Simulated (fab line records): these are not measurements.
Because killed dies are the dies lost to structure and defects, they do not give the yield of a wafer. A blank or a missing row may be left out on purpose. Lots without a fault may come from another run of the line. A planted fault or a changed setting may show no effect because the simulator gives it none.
2 desks, one fault    flow sky130    numbers are kept per desk, each desk with only its own; the story behind them comes last

## FROM THE METROLOGY DESK
What the gauges read for every lot (on any tool): the sampled wafers with a number, averaged. A lot is out of limits, marked OUT, if its mean lies more than 4 standard deviations from the usual mean; the brackets give that distance.
Columns: A = SONOS_ONO_CVD_04_THK at SKY_SONOS_ONO_THK_MEAS_05, usual 5.75 nm; B = CONTACT_OVL at SKY_CONTACT_OVL_MEAS_15, usual 3 nm
lot   first seen here  A     B
L446  day 11 20:55     5.77  -2
L448  day 12 06:29     5.84  7
L449  day 12 17:01     5.64  3
L450  day 12 21:50     5.80  4
L454  day 14 01:38     5.68  1
L457  day 15 01:53     5.89  0
L459  day 16 03:03     5.74  7
L460  day 16 04:25     5.73  2
L466  day 18 14:20     5.81  2
L467  day 18 15:51     5.70  8
L468  day 18 19:10     5.66  -8
L469  day 19 16:47     5.77  -5
Result from this desk: across the 12 lots, nothing is out of limits.

## TOOL OWNER'S DESK, rie_si-02
The tool's own readings at SKY_FIELD_ISO_ETCH_17 (etches Si in HBr/Cl2/O2, target depth 342 nm, time 97.7 s): means of the sampled wafers that have a number, for each lot that ran on this tool. A lot is out of limits, marked OUT, if its mean lies more than 4 standard deviations from the usual mean; the brackets give that distance.
Columns: A = HBr_flow_sccm at SKY_FIELD_ISO_ETCH_17, usual 149.9 sccm; B = chamber_pressure_mTorr at SKY_FIELD_ISO_ETCH_17, usual 15.000 mTorr; C = drypump_motor_current_A at SKY_FIELD_ISO_ETCH_17, usual 5.9 A; D = oes_product_au at SKY_FIELD_ISO_ETCH_17, usual 0.999 a.u.; E = run_length_s at SKY_FIELD_ISO_ETCH_17, usual 126.0 s; F = throttle_valve_pct at SKY_FIELD_ISO_ETCH_17, usual 25.657 %
lot   first seen here  A      B       C    D      E               F
L446  day 2 03:50      150.2  14.999  5.8  1.007  126.0           25.652
L454  day 3 23:23      150.2  14.992  5.7  0.994  85.0 (-98) OUT  25.660
L457  day 4 13:30      150.1  14.981  5.6  0.999  85.0 (-98) OUT  25.658
L469  day 7 04:46      150.0  14.995  6.3  1.001  126.2           25.658
This desk finds L454, L457 out of limits, L454 being first, at day 3 23:23 (run_length_s at SKY_FIELD_ISO_ETCH_17). In limits: L446, L469.

## ALL TOGETHER
The tool owner's desk had the chance to raise an alarm at day 3 23:23 on L454, L457.
At the metrology desk, nothing out of limits was observed.
The metrology desk holds a record of L454, L457, inside its limits.
The lots listed all ran SKY_FIELD_ISO_ETCH_17 on rie_si-02.

## WHAT WAS PUT IN BY THE SIMULATOR
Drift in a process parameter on rie_si-02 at SKY_FIELD_ISO_ETCH_17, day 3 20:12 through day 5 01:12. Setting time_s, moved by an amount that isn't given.
Shown lots that were struck: L454, L457.
Delay in hours, fault start to first out-of-limits reading, by desk: the tool owner's desk at 3.
